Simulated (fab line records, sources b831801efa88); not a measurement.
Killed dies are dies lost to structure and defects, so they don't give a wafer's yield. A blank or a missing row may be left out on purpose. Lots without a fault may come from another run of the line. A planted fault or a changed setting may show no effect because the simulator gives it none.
Which tool did it? | flow sky130 | 11 lots, 33 wafers sampled, at 5 steps of a route of 708

WHAT THE GAUGES READ, wafer by wafer
SKY_FIELD_ISO_CD_MEAS_13: target cd 150 nm.
lot  | measured    | on        | cd_nm (nm)
L314 | day 2 11:08 | cd_sem-01 | 147.8 148.3 149.4
L317 | day 3 01:50 | cd_sem-02 | 150.2 150.5 150.1
L318 | day 3 07:47 | cd_sem-02 | 149.2 149.2 151.2
L326 | day 4 23:25 | cd_sem-01 | 152.5 152.8 152.2
L327 | day 5 08:28 | cd_sem-02 | 149.3 148.2 149.9
L329 | day 5 16:19 | cd_sem-02 | 151.1 151.5 149.5
L331 | day 6 04:13 | cd_sem-01 | 151.3 149.9 150.3
L333 | day 6 13:41 | cd_sem-02 | 148.4 148.6 149.8
L334 | day 6 18:24 | cd_sem-01 | 149.7 150.2 149.4
L335 | day 6 23:56 | cd_sem-01 | 149.9 150.5 151.3
L336 | day 7 04:19 | cd_sem-02 | 148.9 147.8 149.3

SKY_LDD_HVP_OVL_MEAS_07.
lot  | measured     | on         | LDD_HVP_OVL (nm)
L314 | day 22 02:00 | overlay-01 | 0.3 -2.3 -0.3
L317 | day 23 00:17 | overlay-02 | 0.7 -0.1 -1.4
L318 | day 23 18:55 | overlay-01 | 0.3 -0.3 2.1
L326 | day 26 08:27 | overlay-02 | -2.3 0.5 -0.9
L327 | day 26 21:16 | overlay-02 | 2.2 -0.2 3.8
L329 | day 27 18:27 | overlay-01 | 1.4 0.2 -0.1
L331 | day 28 08:46 | overlay-01 | 2.2 1.5 2.3
L333 | day 29 05:42 | overlay-02 | -0.7 -1.8 -2.4
L334 | day 29 19:17 | overlay-01 | 2.3 3.0 0.2
L335 | day 29 21:55 | overlay-01 | 1.1 2.6 2.3
L336 | day 29 18:39 | overlay-01 | 0.1 0.4 0.6

WHICH TOOL RAN EACH LOT (tool, then ch and the chambers of the sampled wafers, then the start)
lot  | SKY_POLY_GATE_ETCH_16              | SKY_POLY_GATE_STRIP_18               | SKY_LDD_HVN_STRIP_09
L314 | rie_diel-02 ch 1,2,3, day 16 20:37 | plasma_asher-03 ch 0,1, day 16 20:46 | plasma_asher-04 ch 0, day 20 19:16
L317 | rie_diel-04 ch 1,2, day 17 19:27   | plasma_asher-03 ch 0,1, day 17 19:36 | plasma_asher-02 ch 0,1, day 21 18:43
L318 | rie_diel-02 ch 1,2, day 18 09:27   | plasma_asher-04 ch 0,1, day 18 09:36 | plasma_asher-04 ch 0,1, day 22 13:22
L326 | rie_diel-04 ch 0,1,3, day 21 07:13 | plasma_asher-03 ch 0,1, day 21 07:22 | plasma_asher-03 ch 0,1, day 25 03:31
L327 | rie_diel-03 ch 0,1,2, day 21 18:35 | plasma_asher-01 ch 0,1, day 21 18:45 | plasma_asher-02 ch 0,1, day 25 15:43
L329 | rie_diel-02 ch 1,3, day 22 17:47   | plasma_asher-03 ch 1, day 22 17:57   | plasma_asher-03 ch 0,1, day 26 13:52
L331 | rie_diel-03 ch 1,2,3, day 23 08:11 | plasma_asher-04 ch 0,1, day 23 08:20 | plasma_asher-03 ch 0,1, day 27 04:04
L333 | rie_diel-02 ch 1,2, day 24 07:41   | plasma_asher-04 ch 0,1, day 24 07:50 | plasma_asher-03 ch 1, day 28 02:13
L334 | rie_diel-04 ch 0,1,3, day 24 21:40 | plasma_asher-04 ch 0,1, day 24 21:49 | plasma_asher-02 ch 0,1, day 28 14:43
L335 | rie_diel-03 ch 0,2,3, day 24 23:06 | plasma_asher-01 ch 0,1, day 24 23:15 | plasma_asher-04 ch 0,1, day 28 17:37
L336 | rie_diel-02 ch 1,3, day 24 20:50   | plasma_asher-03 ch 0, day 24 21:00   | plasma_asher-02 ch 0,1, day 28 14:25
- SKY_POLY_GATE_ETCH_16: etches Si3N4 in CH3F/O2, stops on poly-Si, time 147.5 s, target depth 75 nm.
- SKY_POLY_GATE_STRIP_18: strips in O2/N2.
- SKY_LDD_HVN_STRIP_09: strips in O2/N2.

WHAT THE TOOLS THEMSELVES READ (means of the sampled wafers that have a number; where no wafer has one, the mark that the record gives instead)
SKY_POLY_GATE_ETCH_16.
lot  | tool        | drypump_motor_current_A (A) | oes_product_au (a.u.) | throttle_valve_pct (%)
L314 | rie_diel-02 | 6.0                         | 0.644                 | 10.539
L317 | rie_diel-04 | 5.8                         | 0.638                 | 10.529
L318 | rie_diel-02 | 6.0                         | 0.641                 | 10.530
L326 | rie_diel-04 | 5.7                         | 0.640                 | 10.544
L327 | rie_diel-03 | 5.7                         | 0.642                 | 10.538
L329 | rie_diel-02 | 6.0                         | 0.643                 | 10.543
L331 | rie_diel-03 | 5.5                         | 0.640                 | 10.537
L333 | rie_diel-02 | 5.9                         | 0.637                 | 10.532
L334 | rie_diel-04 | 5.7                         | 0.636                 | 10.534
L335 | rie_diel-03 | 5.7                         | 0.647                 | 10.533
L336 | rie_diel-02 | 6.0                         | 0.646                 | 10.533

SKY_POLY_GATE_STRIP_18.
lot  | tool            | drypump_motor_current_A (A) | oes_product_au (a.u.) | strip_time_to_endpoint_s (s)
L314 | plasma_asher-03 | 5.3                         | 0.365                 | 3.24
L317 | plasma_asher-03 | 5.3                         | 0.363                 | 3.19
L318 | plasma_asher-04 | 5.8                         | 0.362                 | 3.30
L326 | plasma_asher-03 | 5.3                         | 0.359                 | 3.13
L327 | plasma_asher-01 | 5.8                         | 0.363                 | 3.17
L329 | plasma_asher-03 | 5.2                         | 0.357                 | 3.16
L331 | plasma_asher-04 | 5.9                         | 0.365                 | 3.17
L333 | plasma_asher-04 | 5.9                         | 0.358                 | 3.19
L334 | plasma_asher-04 | 6.2                         | 0.362                 | 3.18
L335 | plasma_asher-01 | 6.0                         | 0.357                 | 3.09
L336 | plasma_asher-03 | 5.3                         | 0.361                 | 3.14

SKY_LDD_HVN_STRIP_09.
lot  | tool            | drypump_motor_current_A (A) | oes_product_au (a.u.) | strip_time_to_endpoint_s (s)
L314 | plasma_asher-04 | 6.6                         | 0.404                 | 4.134
L317 | plasma_asher-02 | 5.7                         | 0.406                 | 4.142
L318 | plasma_asher-04 | 5.9                         | 0.407                 | 4.155
L326 | plasma_asher-03 | 5.3                         | 0.410                 | 4.123
L327 | plasma_asher-02 | 5.7                         | 0.412                 | 4.129
L329 | plasma_asher-03 | 5.3                         | 0.407                 | 4.119
L331 | plasma_asher-03 | 5.3                         | 0.408                 | 4.130
L333 | plasma_asher-03 | 5.2                         | 0.409                 | 4.138
L334 | plasma_asher-02 | 5.7                         | 0.410                 | 4.115
L335 | plasma_asher-04 | 6.2                         | 0.405                 | 4.142
L336 | plasma_asher-02 | 5.7                         | 0.407                 | 4.135

THE ANSWER, worked out from the rows above alone
Rule: what is usual is taken from the lots themselves. Put in order of their means at a reading, lots are off if they are a third of the lots or fewer, leave a main group of 4 or more, and stand apart from it by a gap of 3 or more times the standard deviation of the main group's means; of several such gaps the widest counts. A main group whose means are all the same, to the digits that the tables above print for the reading, isn't used. A lot without any number at a reading at which 4 lots or more have one is off too. The other lots that the step has rows for count as sound. The gauges are gone through in route order, then the tools' own readings, and for those a lot's mean is taken as printed above. The first step at which some lot is off is used, and at that step the reading that is off furthest; a lot without a number counts as furthest.
No lot is off at any reading shown: from this, nothing can be told.

WHAT THE SIMULATOR HAD PUT IN
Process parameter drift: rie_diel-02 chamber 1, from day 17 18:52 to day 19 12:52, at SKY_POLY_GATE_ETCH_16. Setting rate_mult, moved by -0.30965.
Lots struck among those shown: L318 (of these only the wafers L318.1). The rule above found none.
